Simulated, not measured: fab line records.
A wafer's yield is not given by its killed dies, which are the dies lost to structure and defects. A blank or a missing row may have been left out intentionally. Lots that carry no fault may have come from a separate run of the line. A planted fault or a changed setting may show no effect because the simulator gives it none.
Chamber matching | flow sky130 | cmp-02 running SKY_VIA4_CMP_02: 4 sister chambers
The step polishes SiO2. 4 wafers are shown with their chamber, then 10 later ones without.

## WAFERS, EACH WITH ITS CHAMBER
wafer  | chamber | motor_current_A (A)
L141.5 | 1       | 14.5
L149.6 | 0       | 13.5
L151.1 | 2       | 10.8
L151.2 | 3       | 10.2

## WAFERS WHOSE CHAMBER IS MISSING
wafer  | motor_current_A (A)
L151.6 | 15.2
L157.2 | 14.5
L157.3 | 10.7
L157.5 | 11.3
L158.2 | 13.7
L158.4 | 11.3
L158.6 | 10.4
L159.1 | 13.9
L159.2 | 11.4
L159.4 | 14.4

## WHICH CHAMBER EACH ONE RAN IN
wafer  | from the rows above     | in truth
L151.6 | 1                       | 1
L157.2 | 1                       | 1
L157.3 | can't be placed: 2 or 3 | 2
L157.5 | can't be placed: 2 or 3 | 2
L158.2 | can't be placed: 0 or 1 | 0
L158.4 | can't be placed: 2 or 3 | 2
L158.6 | can't be placed: 3 or 2 | 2
L159.1 | can't be placed: 0 or 1 | 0
L159.2 | can't be placed: 2 or 3 | 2
L159.4 | can't be placed: 1 or 0 | 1
2 of 10 placed correctly. Unplaceable from these rows: 8, with the true chamber sitting among the candidates in 8. 0 placed wrongly.
How it was worked out, from the rows above alone: a wafer's distance from a chamber is the root of the sum, over the readings, of the square of ((its reading less the chamber's mean) divided by the reading's scatter). The wafer belongs to the nearest chamber; if the next one is less than 2 further off, it can't be placed. Each chamber's mean is taken over the wafers shown for it. The scatter (one wafer shown for each chamber): square how far every hidden wafer sits from the nearest shown wafer, average those squares and take the square root.
